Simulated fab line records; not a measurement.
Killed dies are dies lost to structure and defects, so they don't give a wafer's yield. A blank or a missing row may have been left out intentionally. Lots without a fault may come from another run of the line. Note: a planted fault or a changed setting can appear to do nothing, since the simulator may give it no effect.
Which of the tools did it?    flow gf180mcu    15 lots, 45 wafers sampled, at 4 steps of a route of 602

WHAT EACH GAUGE READ, for each wafer
No reading from a measuring or inspecting step in the record can be judged against a usual standard deviation.

WHICH TOOL RAN EACH LOT (tool, then ch and the chambers of the sampled wafers, then the start)
lot   GF_HV_LDD_DEVELOP_30               GF_V3_ETCH_17                                  GF_M4_SPUTTER_02              GF_M4_STRIP_17
L305  litho_track-02 ch 0, day 11 13:35  rie_diel-03 ch 0,1, day 22 09:07 or earlier    pvd_sputter-01, day 22 09:07  plasma_asher-03 ch 0,1, day 23 08:13
L306  litho_track-04 ch 0, day 12 00:37  rie_diel-04 ch 0,2,3, day 23 03:40 or earlier  pvd_sputter-01, day 23 03:40  plasma_asher-03 ch 0,1, day 24 03:00
L307  litho_track-02 ch 0, day 12 07:52  rie_diel-03 ch 0,2,3, day 23 10:34 or earlier  pvd_sputter-01, day 23 10:34  plasma_asher-03 ch 0, day 24 09:25
L309  litho_track-03 ch 0, day 12 21:40  rie_diel-01 ch 0,1,3, day 23 22:52 or earlier  pvd_sputter-04, day 23 22:52  plasma_asher-02 ch 0,1, day 24 20:30
L311  litho_track-02 ch 0, day 13 22:53  rie_diel-01 ch 0,1,3, day 25 02:23 or earlier  pvd_sputter-02, day 25 02:23  plasma_asher-02 ch 0,1, day 25 23:14
L313  litho_track-04 ch 0, day 14 04:21  rie_diel-04 ch 0,1,3, day 25 07:52 or earlier  pvd_sputter-01, day 25 07:52  plasma_asher-01 ch 0,1, day 26 04:54
L314  litho_track-04, day 14 10:06       -                                              -                             -
L315  litho_track-03, day 15 02:59       -                                              -                             -
L316  litho_track-03, day 15 03:52       -                                              -                             -
L321  litho_track-04 ch 0, day 16 20:27  rie_diel-01 ch 0,2, day 27 23:49 or earlier    pvd_sputter-01, day 27 23:49  plasma_asher-01 ch 0,1, day 28 19:25
L324  litho_track-02 ch 0, day 17 19:20  rie_diel-01 ch 0,1,3, day 28 20:38 or earlier  pvd_sputter-01, day 28 20:38  plasma_asher-03 ch 0,1, day 29 15:22
L325  litho_track-03 ch 0, day 18 03:37  rie_diel-04 ch 1,3, day 29 01:26 or earlier    pvd_sputter-01, day 29 01:26  plasma_asher-01 ch 0,1, day 29 19:52
L326  litho_track-04 ch 0, day 18 07:57  rie_diel-04 ch 0,1,2, day 29 07:49 or earlier  pvd_sputter-04, day 29 07:49  plasma_asher-02 ch 0,1, day 30 02:53
L327  litho_track-02 ch 0, day 18 17:29  rie_diel-01 ch 1,2, day 29 18:21 or earlier    pvd_sputter-01, day 29 18:21  plasma_asher-02 ch 0,1, day 30 13:25
L328  litho_track-02 ch 0, day 18 23:28  rie_diel-03 ch 0,2,3, day 29 18:16 or earlier  pvd_sputter-02, day 29 18:16  plasma_asher-03 ch 0,1, day 30 13:02
- GF_HV_LDD_DEVELOP_30: develop time 60 s.
- GF_V3_ETCH_17: etches SiO2 in C4F8/O2/Ar, stops on TiN, target depth 635 nm.
- GF_M4_SPUTTER_02: material AlCu, target thk 450 nm, time 23.9 s.
- GF_M4_STRIP_17: strips in O2/N2.

WHAT THE TOOLS THEMSELVES READ (means of the sampled wafers that have a number; where no wafer has one, the mark that the record gives instead)
GF_HV_LDD_DEVELOP_30.
lot   tool            chill_plate_temp_C (C)
L305  litho_track-02  22.95
L306  litho_track-04  22.96
L307  litho_track-02  23.07
L309  litho_track-03  22.96
L311  litho_track-02  23.16
L313  litho_track-04  22.85
L314  litho_track-04  -
L315  litho_track-03  -
L316  litho_track-03  -
L321  litho_track-04  22.95
L324  litho_track-02  22.92
L325  litho_track-03  23.10
L326  litho_track-04  22.96
L327  litho_track-02  23.14
L328  litho_track-02  23.07

GF_V3_ETCH_17.
lot   tool         oes_product_au (a.u.)
L305  rie_diel-03  0.856
L306  rie_diel-04  0.858
L307  rie_diel-03  0.853
L309  rie_diel-01  0.858
L311  rie_diel-01  0.859
L313  rie_diel-04  0.850
L321  rie_diel-01  0.859
L324  rie_diel-01  0.857
L325  rie_diel-04  0.856
L326  rie_diel-04  0.854
L327  rie_diel-01  0.856
L328  rie_diel-03  0.856

GF_M4_SPUTTER_02.
lot   tool            chamber_pressure_pa (Pa)  throttle_valve_pct (%)
L305  pvd_sputter-01  0.4010                    30.0
L306  pvd_sputter-01  0.4008                    30.3
L307  pvd_sputter-01  0.3998                    29.6
L309  pvd_sputter-04  0.4002                    30.6
L311  pvd_sputter-02  0.3999                    29.3
L313  pvd_sputter-01  0.4006                    30.4
L321  pvd_sputter-01  0.4003                    29.8
L324  pvd_sputter-01  0.4003                    30.5
L325  pvd_sputter-01  0.3997                    30.5
L326  pvd_sputter-04  0.4002                    30.2
L327  pvd_sputter-01  0.3998                    30.3
L328  pvd_sputter-02  0.3999                    29.6

GF_M4_STRIP_17.
lot   tool             drypump_motor_current_A (A)  heater_power_w (W)  oes_product_au (a.u.)  strip_time_to_endpoint_s (s)
L305  plasma_asher-03  5.7                          344                 0.539                  7.37
L306  plasma_asher-03  5.7                          360                 0.540                  7.40
L307  plasma_asher-03  5.8                          333                 0.538                  7.44
L309  plasma_asher-02  5.7                          353                 0.537                  7.37
L311  plasma_asher-02  5.7                          351                 0.541                  7.37
L313  plasma_asher-01  5.8                          302                 0.537                  7.34
L321  plasma_asher-01  5.7                          302                 0.545                  7.42
L324  plasma_asher-03  5.7                          342                 0.537                  7.39
L325  plasma_asher-01  5.3                          288                 0.538                  7.35
L326  plasma_asher-02  5.7                          350                 0.533                  7.32
L327  plasma_asher-02  5.6                          337                 0.536                  7.35
L328  plasma_asher-03  5.7                          345                 0.534                  7.29

THE ANSWER, worked out from the rows above alone
Rule: the usual values come from the lots themselves. Put in order of their means at a reading, lots are off if they are a third of the lots or fewer, leave a main group of 4 or more, and stand apart from it by a gap of 3 or more times the standard deviation of the main group's means; of several such gaps the widest counts. The tables above print the reading to a certain number of digits; a main group whose means all agree to those digits is not used. Also off: a lot with no number at a reading for which 4 or more lots have one. Where the step has rows for the other lots, those lots are counted as sound. Order of review: gauges by route order, followed by the tools' own readings, for which a lot's mean as printed above is used. At the first step where some lot is off, the reading lying furthest off is the one used; lots without a number count as furthest.
Off, at GF_HV_LDD_DEVELOP_30 on chill_plate_temp_C: L314, L315, L316. Without a number there: L314, L315, L316. For the main group the mean is 23.01 C and the standard deviation 0.093.
A tool fits if, at that step or a process step before it, it ran every lot that is off, and no sound lot after the first of them. None of those tried fits.

WHAT HAD BEEN PUT IN BY THE SIMULATOR
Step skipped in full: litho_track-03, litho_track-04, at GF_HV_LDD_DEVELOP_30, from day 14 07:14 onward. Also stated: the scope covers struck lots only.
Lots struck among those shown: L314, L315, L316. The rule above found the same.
